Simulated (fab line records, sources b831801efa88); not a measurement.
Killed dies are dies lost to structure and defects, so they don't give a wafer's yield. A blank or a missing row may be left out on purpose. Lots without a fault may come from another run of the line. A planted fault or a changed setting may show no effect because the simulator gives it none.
One fault seen from 2 desks | flow gf180mcu | each desk has only its own numbers; what lay behind them comes last

THE TOOL OWNER'S DESK: pvd_sputter-01
The tool's own readings at GF_M1_SPUTTER_01 (material TiN, target thk 30 nm, time 25 s): means of the sampled wafers that have a number, for each lot that ran on this tool. A lot is out of limits, marked OUT, if its mean lies more than 4 standard deviations from the usual mean; the brackets give that distance.
Columns: A = cathode_dc_power_W at GF_M1_SPUTTER_01, usual 6500.1 W; B = throttle_valve_pct at GF_M1_SPUTTER_01, usual 30.8 %
lot  | first seen here | A                         | B
L194 | day 18 15:53    | 10294.0 (+99 or more) OUT | 31.4
L195 | day 18 21:14    | 10294.0 (+99 or more) OUT | 30.1
L202 | day 21 16:23    | 6500.1                    | 30.3
This desk's finding: out of limits on L194, L195; first on L194, day 18 15:53 (cathode_dc_power_W at GF_M1_SPUTTER_01). In limits: L202.

THE METROLOGY DESK
What the gauges read, lot by lot, whatever tool the lot ran on: means of the sampled wafers that have a number. A lot is out of limits, marked OUT, if its mean lies more than 4 standard deviations from the usual mean; the brackets give that distance.
Columns: A = CONTACT_W_RS at GF_CONTACT_RS_MEAS_25, usual 0.381 ohm/sq; B = CONTACT_W_THK at GF_CONTACT_THK_MEAS_26, usual 297 nm
lot  | first seen here | A     | B
L187 | day 16 02:44    | 0.383 | 293
L194 | day 18 15:19    | 0.382 | 298
L195 | day 18 20:40    | 0.386 | 289
L199 | day 20 14:08    | 0.386 | 294
L202 | day 21 15:49    | 0.379 | 298
L208 | day 24 01:41    | 0.378 | 303
This desk's finding: nothing out of limits on any of the 6 lots.

PUT TOGETHER
The tool owner's desk could have raised an alarm at day 18 15:53, on L194, L195.
The metrology desk saw nothing out of limits.
The metrology desk has L194, L195 on record, within its limits.
Of the lots named, all ran GF_M1_SPUTTER_01 on pvd_sputter-01.

WHAT THE SIMULATOR HAD PUT IN
Process parameter drift: pvd_sputter-01, from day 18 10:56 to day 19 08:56, at GF_M1_SPUTTER_01. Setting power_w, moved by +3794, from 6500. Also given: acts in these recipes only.
Lots struck among those shown: L194, L195.
Hours from the fault's start to each desk's first reading out of limits: the tool owner's desk, 5.
